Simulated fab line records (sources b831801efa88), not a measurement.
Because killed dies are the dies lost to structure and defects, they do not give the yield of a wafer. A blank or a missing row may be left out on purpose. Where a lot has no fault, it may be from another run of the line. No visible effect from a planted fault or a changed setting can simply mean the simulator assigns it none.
A struck lot beside a sound one ; flow sky130 ; 19 steps out of a route of 708
Sound: these wafers, L726.1, L726.4, L726.5. Struck: wafer L733.5; the same lot's L733.2 was not struck, so it is left out; see the end for the cause.
At each step with rows: each side's tool, then ch and its chambers, then its first start. Under that, the readings that differ: sound wafers ; struck wafers ; difference of the means ; sigmas: that difference in standard deviations of wafers without a fault.
alike: readings whose means differ by less than 2 such deviations, and words and numbers that are the same on both sides. not compared: withheld readings, readings that some wafer has no value for, bounds like >300 that may hide the same value, and numbers for which the record gives no deviation and whose values overlap.
A row with sigmas, a row that says differs or no value, or rows on one side alone: a step with any of these is where the two part. Numbers that don't overlap but have no deviation are shown without sigmas and don't part them. A reading missing from all wafers of one side parts the sides only when that side holds two or more wafers.

first, 6 steps without rows for these wafers: SKY_VT_ADJUST_PCH_HMDS_01 (prime time 60 s); SKY_VT_ADJUST_PCH_COAT_02 (resist thk 3000 nm); SKY_VT_ADJUST_PCH_SOFTBAKE_03; SKY_VT_ADJUST_PCH_EXPOSE_04 (exposes mask NWM, target cd 840 nm); SKY_VT_ADJUST_PCH_PEB_05; SKY_VT_ADJUST_PCH_DEVELOP_06 (develop time 60 s).
SKY_VT_ADJUST_PCH_OVL_MEAS_07:
  sound: overlay-01 at day 10 06:20; struck: overlay-02 at day 12 19:12
  alike: VT_ADJUST_PCH_OVL
after that, 1 step had no rows for these wafers: SKY_VT_ADJUST_PCH_IMPLANT_08.
SKY_VT_ADJUST_PCH_STRIP_09: strips in O2/N2.
  sound on plasma_asher-02 ch 0,1, day 10 06:32; struck on plasma_asher-03 ch 1, day 12 20:16
  alike: drypump_motor_current_A, oes_product_au, strip_time_to_endpoint_s
  not compared: rf_hours_counter_h
SKY_VT_ADJUST_PCH_TW_MEAS_10:
  sound: film_metro-03 at day 10 06:38; struck: film_metro-01 at day 12 20:23
  alike: VT_ADJUST_PCH_TW
then, 2 steps without rows for these wafers: SKY_SONOS_TUNNEL_DEHYDRATE_00 (time 60 s); SKY_SONOS_TUNNEL_HMDS_01 (prime time 60 s).
SKY_SONOS_TUNNEL_COAT_02: resist thk 1140 nm.
  sound on litho_track-03 ch 0, day 10 17:23; struck on litho_track-04 ch 0, day 13 08:46
reading;sound;struck;difference;sigmas
model.NOVOLAK_of_SONOS_TUNNEL_COAT_02.thk_nm (nm);1135 1131 1131;1174;+42;
  alike: exhaust_pa, resist_line_temp_C
then, 3 steps without rows for these wafers: SKY_SONOS_TUNNEL_SOFTBAKE_03 (time 60 s); SKY_SONOS_TUNNEL_EXPOSE_04 (exposes mask TUNM, target cd 410 nm); SKY_SONOS_TUNNEL_PEB_05.
SKY_SONOS_TUNNEL_DEVELOP_06: develop time 60 s.
  sound on litho_track-04 ch 0, day 11 05:44; struck on litho_track-01 ch 0, day 13 22:19
reading;sound;struck;difference;sigmas
model.NOVOLAK_of_SONOS_TUNNEL_COAT_02.thk_nm (nm);1135 1131 1131;1174;+42;
  alike: exhaust_pa, resist_line_temp_C
SKY_SONOS_TUNNEL_CD_MEAS_07 targets a cd of 410 nm.
  sound: cd_sem-01 at day 11 05:53; struck: cd_sem-02 at day 13 22:31
  alike: cd_nm
SKY_PAD_OPEN_PROBE_99:
  rows exist in the record for the sound wafers here (prober-02, day 45 14:14), none for the struck ones

== WHERE THEY PART ==
At SKY_PAD_OPEN_PROBE_99 and nowhere else, as far as this record goes.

WHY: the cause the simulator had injected
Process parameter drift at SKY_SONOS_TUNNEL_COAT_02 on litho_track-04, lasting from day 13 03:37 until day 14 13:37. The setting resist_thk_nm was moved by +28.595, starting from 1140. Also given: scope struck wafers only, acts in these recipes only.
